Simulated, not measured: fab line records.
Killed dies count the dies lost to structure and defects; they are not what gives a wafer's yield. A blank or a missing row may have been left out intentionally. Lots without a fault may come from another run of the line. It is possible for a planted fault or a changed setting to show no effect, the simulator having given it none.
fab line records | flow sky130
[record] lots = 11 wafers = 33 last_day = 50
route steps=708 shown LDD_LDN@301 SD_P@329 LI_CONTACT@376
lots untouched by any fault: they come from a run of this same line in which no faults occurred
start_h: start of the lot's first displayed wafer, in hours after the record's first day | wait_h: hours elapsed since this lot's preceding step | " identical to the entry in the row above | L1.1+2: a single row standing in for several wafers | - value missing, or start not given | * or withheld: withheld | < > ~ a bound
route shown NAME@n: NAME is a module with steps in the file, n the number in the route of the first one | usual: average and standard deviation across the fault-free wafers | same: alike in all rows | chamber/n: place in a boat | sites: each site's reading | _std_site: the standard deviation of these | _edge_site: mean of outer sites minus mean of inner sites | radius_mm: how far each site lies from the wafer's centre | mask NAME#n: copy n | behind: the last tool/chamber to shape the wafer | hold: what put the lot on hold/how long, in hours/how the hold closed | device: names the non-switching transistor (n, p or np) | end of line: the tests these same wafers got at the end of their route | a step given without rows: its recipe and nothing more | killed: count of dies lost to structure and defects at first sort (not the wafer's yield) | map: shows each die of a wafer: x if killed, . if not, _ if none is there
set.NAME: setting as actually run; set.NAME@STEP: the setting as run at that earlier step | model.NAME: the simulator's own value behind a step, which no gauge read
one table for each step of the route and one row for each wafer, over a sample of lots
services: the hour from which a tool's chamber was out of use, counted from the record's first day as start_h (under 0 if before that day), plus the number of hours and why
[[steps]]
[step SKY_LDD_LDN_STRIP_12]
[recipe] chemistry = O2/N2 power_w = 1400 pressure_mtorr = 1500 platen_temp_c = withheld o2_flow_sccm = 3000 n2_flow_sccm = 300 overash_fraction = 0.5
[usual] drypump_motor_current_A = 5.8/0.48 oes_product_au = 0.716/0.0048 strip_time_to_endpoint_s = 14.19/0.038
// columns lot.wafer tool chamber start_h wait_h drypump_motor_current_A oes_product_au rf_hours_counter_h strip_time_to_endpoint_s
L249.2 plasma_asher-03 1 532.74 0.1 5.7 0.720 38 14.20
L249.4 " 1 " " 5.7 0.713 - 14.17
L249.5 " 0 " " 6.0 0.716 - 14.18
L250.2 plasma_asher-02 0 549.64 0.1 4.9 0.715 12 14.22
L250.4 " 1 " " 5.7 0.709 - 14.18
L250.6 " 0 " " 4.8 0.715 - 14.17
L253.1 plasma_asher-02 1 585.57 0.1 5.7 0.711 15 14.24
L253.5 " 1 " " 5.7 0.710 - 14.20
L253.6 " 0 " " 4.9 0.716 - 14.17
L254.2 plasma_asher-01 1 595.69 0.1 6.4 0.709 81 14.17
L254.3 " 0 " " 6.2 0.710 - 14.17
L254.5 " 1 " " 6.3 0.720 - 14.18
L260.1 plasma_asher-03 1 640.34 0.1 5.7 0.716 48 14.20
L260.4 " 1 " " 5.7 0.713 - 14.19
L260.6 " 0 " " 6.0 0.709 - 14.23
L261.1 plasma_asher-02 1 642.42 0.1 5.7 0.711 21 14.13
L261.2 " 0 " " 4.9 0.718 21 14.13
L261.3 " 1 " " 5.7 0.718 - 14.18
L264.1 plasma_asher-03 1 667.79 0.1 5.7 0.713 51 14.15
L264.3 " 1 " " 5.7 0.725 - 14.14
L264.5 " 1 " " 5.7 0.716 - 14.18
L265.4 plasma_asher-02 1 679.52 0.1 5.7 0.715 - 14.15
L265.5 " 1 " " 5.7 0.718 - 14.16
L265.6 " 0 " " 4.9 0.716 - 14.16
L268.2 plasma_asher-01 1 714.61 0.1 6.3 0.719 93 14.16
L268.4 " 0 " " 6.2 0.725 - 14.16
L268.5 " 0 " " 6.1 0.722 - 14.17
L269.1 plasma_asher-02 0 715.21 0.1 4.9 0.728 28 14.26
L269.2 " 1 " " 5.7 0.719 28 14.20
L269.5 " 0 " " 4.8 0.727 - 14.18
L270.3 plasma_asher-03 0 718.32 0.1 6.0 0.722 - 14.24
L270.5 " 0 " " 6.0 0.715 - 14.16
L270.6 " 1 " " 5.7 0.714 - 14.15
[step SKY_SD_P_IMPLANT_09]
[recipe] species = BF2 energy_kev = 20 dose_cm2 = 3e+15 tilt_deg = 0
[usual] beam_energy_keV = 20.000/0.0063 dose_ions_cm2 = 2.999e+15/3.1e+12
[same] implant_ion_amu = 49
// columns lot.wafer tool chamber start_h wait_h beam_energy_keV dose_ions_cm2
L249.2 implanter-02 0 593.67 0.0 20.006 2.999e+15
L249.4 " 0 " " 20.002 2.999e+15
L249.5 " 0 " " 20.007 2.998e+15
L250.2 implanter-04 0 610.22 0.0 19.998 3.001e+15
L250.4 " 0 " " 19.993 3.001e+15
L250.6 " 0 " " 19.997 3e+15
L253.1 implanter-04 0 646.00 0.0 19.991 2.999e+15
L253.5 " 0 " " 19.993 2.997e+15
L253.6 " 0 " " 19.994 2.997e+15
L254.2 implanter-04 0 656.09 0.0 20.002 3.002e+15
L254.3 " 0 " " 20.014 3.002e+15
L254.5 " 0 " " 20.001 3.002e+15
L260.1 implanter-04 0 699.30 0.0 20.002 3.223e+15
L260.4 " 0 " " 20.004 3.221e+15
L260.6 " 0 " " 20.006 3.227e+15
L261.1 implanter-04 0 701.20 0.0 19.993 3.221e+15
L261.2 " 0 " " 20.007 3.225e+15
L261.3 " 0 " " 20.000 3.219e+15
L264.1 implanter-02 0 725.91 0.0 20.001 3.001e+15
L264.3 " 0 " " 19.998 3.002e+15
L264.5 " 0 " " 20.008 3e+15
L265.4 implanter-02 0 737.63 0.1 20.004 2.999e+15
L265.5 " 0 " " 19.995 2.997e+15
L265.6 " 0 " " 19.997 3.003e+15
L268.2 implanter-04 0 773.14 0.0 20.001 3.004e+15
L268.4 " 0 " " 20.005 3.004e+15
L268.5 " 0 " " 19.999 3.001e+15
L269.1 implanter-02 0 773.55 0.0 20.011 2.998e+15
L269.2 " 0 " " 20.010 3e+15
L269.5 " 0 " " 20.008 3.004e+15
L270.3 implanter-02 0 774.56 0.1 19.995 2.994e+15
L270.5 " 0 " " 20.001 2.997e+15
L270.6 " 0 " " 19.995 2.997e+15
[step SKY_SD_P_STRIP_10]
[recipe] chemistry = O2/N2 power_w = 1400 pressure_mtorr = 1500 platen_temp_c = withheld o2_flow_sccm = 3000 n2_flow_sccm = 300 overash_fraction = 0.5
[usual] drypump_motor_current_A = 5.8/0.45 oes_product_au = 0.617/0.0044 strip_time_to_endpoint_s = 17.50/0.031
// columns lot.wafer tool chamber start_h wait_h drypump_motor_current_A oes_product_au rf_hours_counter_h strip_time_to_endpoint_s
L249.2 plasma_asher-01 0 593.79 0.1 6.2 0.607 81 17.50
L249.4 " 0 " " 6.2 0.611 - 17.51
L249.5 " 1 " " 6.3 0.617 - 17.45
L250.2 plasma_asher-04 1 610.34 0.1 5.6 0.616 93 17.48
L250.4 " 1 " " 5.6 0.623 - 17.51
L250.6 " 1 " " 5.6 0.614 - 17.53
L253.1 plasma_asher-04 0 646.15 0.1 5.4 0.618 96 17.49
L253.5 " 1 " " 5.6 0.619 - 17.46
L253.6 " 0 " " 5.4 0.613 - 17.44
L254.2 plasma_asher-04 1 656.21 0.1 5.5 0.616 97 17.47
L254.3 " 0 " " 5.4 0.608 - 17.46
L254.5 " 1 " " 5.5 0.616 - 17.50
L260.1 plasma_asher-04 0 699.45 0.1 5.4 0.615 101 17.69
L260.4 " 1 " " 5.6 0.611 - 17.68
L260.6 " 1 " " 5.6 0.620 - 17.68
L261.1 plasma_asher-01 1 701.35 0.1 6.4 0.617 92 17.66
L261.2 " 0 " " 6.2 0.617 92 17.68
L261.3 " 1 " " 6.3 0.610 - 17.67
L264.1 plasma_asher-04 0 726.06 0.1 5.4 0.608 104 17.50
L264.3 " 0 " " 5.4 0.608 - 17.44
L264.5 " 0 " " 5.4 0.616 - 17.46
L265.4 plasma_asher-01 1 737.74 0.1 6.3 0.613 - 17.47
L265.5 " 1 " " 6.3 0.619 - 17.52
L265.6 " 0 " " 6.2 0.614 - 17.50
L268.2 plasma_asher-02 0 773.26 0.1 4.8 0.616 34 17.48
L268.4 " 1 " " 5.7 0.617 - 17.51
L268.5 " 0 " " 4.8 0.625 - 17.51
L269.1 plasma_asher-01 1 773.70 0.1 6.4 0.615 99 17.51
L269.2 " 0 " " 6.2 0.624 99 17.46
L269.5 " 1 " " 6.3 0.618 - 17.48
L270.3 plasma_asher-04 0 774.70 0.1 5.4 0.619 - 17.52
L270.5 " 1 " " 5.6 0.620 - 17.51
L270.6 " 0 " " 5.4 0.623 - 17.49
[step SKY_LI_CONTACT_ETCH_14]
[recipe] chemistry = N2/H2 target = BARC ion_energy_ev = 200 source_w = 500 bias_w = 100 pressure_mtorr = 30 n2_flow_sccm = 100 h2_flow_sccm = 200 stop_on = SiO2 time_s = 45.9 target_depth_a = 600
[usual] drypump_motor_current_A = 5.9/0.44 oes_product_au = 0.855/0.0051 throttle_valve_pct = 13.225/0.0093
// columns lot.wafer tool chamber start_h wait_h drypump_motor_current_A oes_product_au rf_hours_counter_h throttle_valve_pct
L249.2 rie_diel-04 2 682.28 0.0 6.1 0.867 45 13.224
L249.4 " 0 " " 5.6 0.854 3 13.209
L249.5 " 2 " " 6.1 0.861 - 13.222
L250.2 rie_diel-03 1 697.15 0.0 6.6 0.849 0 13.233
L250.4 " 3 " " 6.0 0.856 4 13.216
L250.6 " 2 " " 6.0 0.849 - 13.215
L253.1 rie_diel-03 3 733.89 0.0 5.9 0.857 5 13.208
L253.5 " 3 " " 5.9 0.851 - 13.218
L253.6 " 0 " " 6.3 0.858 - 13.224
L254.2 rie_diel-04 1 742.53 0.0 5.2 0.853 12 13.232
L254.3 " 2 " " 6.1 0.859 46 13.220
L254.5 " 3 " " 5.2 0.859 - 13.238
L260.1 rie_diel-02 2 784.40 0.0 6.0 0.858 16 13.235
L260.4 " 1 " " 6.5 0.856 10 13.221
L260.6 " 2 " " 6.0 0.844 - 13.220
L261.1 rie_diel-04 0 786.69 0.0 5.6 0.848 6 13.213
L261.2 " 1 " " 5.2 0.859 14 13.225
L261.3 " 2 " " 6.1 0.858 0 13.216
L264.1 rie_diel-02 3 809.59 0.0 6.1 0.858 15 13.211
L264.3 " 2 " " 6.0 0.866 16 13.225
L264.5 " 0 " " 5.6 0.864 - 13.224
L265.4 rie_diel-04 1 819.91 0.0 5.1 0.858 - 13.237
L265.5 " 0 " " 5.5 0.860 - 13.216
L265.6 " 2 " " 6.1 0.850 - 13.216
L268.2 rie_diel-03 2 853.45 0.0 5.9 0.847 1 13.228
L268.4 " 1 " " 6.6 0.856 5 13.236
L268.5 " 3 " " 5.9 0.856 - 13.224
L269.1 rie_diel-04 0 853.80 0.0 5.5 0.852 8 13.218
L269.2 " 2 " " 6.1 0.859 3 13.234
L269.5 " 0 " " 5.6 0.852 - 13.218
L270.3 rie_diel-03 3 854.75 0.0 6.0 0.856 8 13.223
L270.5 " 3 " " 6.0 0.844 - 13.237
L270.6 " 0 " " 6.3 0.859 - 13.223
[step SKY_LI_CONTACT_STRIP_16]
[recipe] chemistry = O2/N2 power_w = 1400 pressure_mtorr = 1500 platen_temp_c = withheld o2_flow_sccm = 3000 n2_flow_sccm = 300 overash_fraction = 0.5
[usual] drypump_motor_current_A = 5.5/0.35 oes_product_au = 0.376/0.0045 strip_time_to_endpoint_s = 3.51/0.038
// columns lot.wafer tool chamber start_h wait_h drypump_motor_current_A oes_product_au rf_hours_counter_h strip_time_to_endpoint_s
L249.2 plasma_asher-04 0 682.41 - 5.4 0.374 100 3.50
L249.4 " 1 " " 5.6 0.379 - 3.42
L249.5 " 1 " " 5.6 0.377 - 3.48
L250.2 plasma_asher-02 0 697.28 - 4.8 0.385 27 3.56
L250.4 " 1 " " 5.7 0.373 - 3.53
L250.6 " 1 " " 5.7 0.382 - 3.49
L253.1 plasma_asher-02 0 734.02 - 4.8 0.373 30 3.50
L253.5 " 1 " " 5.7 0.375 - 3.55
L253.6 " 0 " " 4.9 0.375 - 3.54
L254.2 plasma_asher-03 1 742.66 - 5.7 0.369 58 3.55
L254.3 " 1 " " 5.7 0.370 - 3.47
L254.5 " 1 " " 5.7 0.381 - 3.53
L260.1 plasma_asher-03 0 784.53 - 6.0 0.376 62 3.48
L260.4 " 0 " " 6.0 0.374 - 3.50
L260.6 " 0 " " 6.0 0.377 - 3.51
L261.1 plasma_asher-04 0 786.82 - 5.3 0.369 4 3.43
L261.2 " 1 " " 5.6 0.377 4 3.55
L261.3 " 0 " " 5.4 0.379 - 3.51
L264.1 plasma_asher-02 1 809.72 - 5.7 0.375 38 3.48
L264.3 " 0 " " 4.9 0.378 - 3.50
L264.5 " 1 " " 5.7 0.372 - 3.51
L265.4 plasma_asher-03 0 820.05 - 6.0 0.375 - 3.52
L265.5 " 1 " " 5.7 0.376 - 3.41
L265.6 " 0 " " 6.0 0.376 - 3.52
L268.2 plasma_asher-04 0 853.58 - 5.5 0.377 11 3.54
L268.4 " 0 " " 5.4 0.378 - 3.54
L268.5 " 0 " " 5.4 0.376 - 3.55
L269.1 plasma_asher-02 1 853.93 - 5.7 0.372 43 3.43
L269.2 " 0 " " 4.8 0.375 43 3.52
L269.5 " 0 " " 4.9 0.378 - 3.44
L270.3 plasma_asher-04 0 854.91 - 5.4 0.379 - 3.55
L270.5 " 0 " " 5.4 0.377 - 3.53
L270.6 " 1 " " 5.6 0.374 - 3.55
[[services]]
// columns tool chamber start_h hours kind
rie_diel-03 - 517.06 0.7 repair
plasma_asher-02 - 519.19 0.8 repair
implanter-04 - 552.97 1.3 repair
rie_diel-03 3 563.25 16.1 repair
plasma_asher-03 - 594.60 5.3 repair
rie_diel-04 - 604.55 1.0 repair
implanter-02 - 620.08 9.0 repair
rie_diel-04 - 631.94 0.4 repair
plasma_asher-01 - 637.24 0.8 repair
rie_diel-04 - 645.28 2.8 pm
rie_diel-04 - 654.56 10.0 pm
implanter-04 - 669.11 4.3 repair
plasma_asher-02 - 698.96 1.4 repair
plasma_asher-04 - 727.57 0.4 repair
plasma_asher-04 - 733.75 9.0 pm
plasma_asher-03 - 743.87 2.8 pm
implanter-04 - 750.41 3.5 pm
plasma_asher-03 - 772.51 3.8 repair
implanter-02 - 783.36 3.1 pm
plasma_asher-03 - 796.01 2.4 repair
rie_diel-04 3 797.73 35.4 repair
implanter-02 - 807.57 2.7 repair
plasma_asher-01 - 818.64 16.4 pm
implanter-02 - 845.58 4.1 repair
[[key]]
[first_sign] step = SKY_SD_P_IMPLANT_09 reading = dose_ions_cm2 direction = up sigmas = 72 usual = * struck = *
[effect] step = SKY_SD_P_STRIP_10 reading = strip_time_to_endpoint_s direction = up sigmas = 5.7 usual = * struck = *
met_at SKY_SD_P_IMPLANT_09
struck_lots L260,L261
tester_left_out L260,L261
not_acting_at SKY_LDD_LDN_STRIP_12,SKY_LI_CONTACT_ETCH_14,SKY_LI_CONTACT_STRIP_16
onset_between 656.09 699.30
[fault] kind = process_parameter_drift tool = implanter-04 chamber = - onset_h = 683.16 steps = SKY_SD_P_IMPLANT_09 channel = dose_cm2 offset = * shape = step end_h = 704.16 acts_in = * stated = *
// tester_left_out: of these lots the tester's yield and bins aren't shown, on N5 and GAA mostly nor the transistor test; their killed dies are dies lost to structure and defects alone, not to doping, threshold or leakage, so they don't give the yield
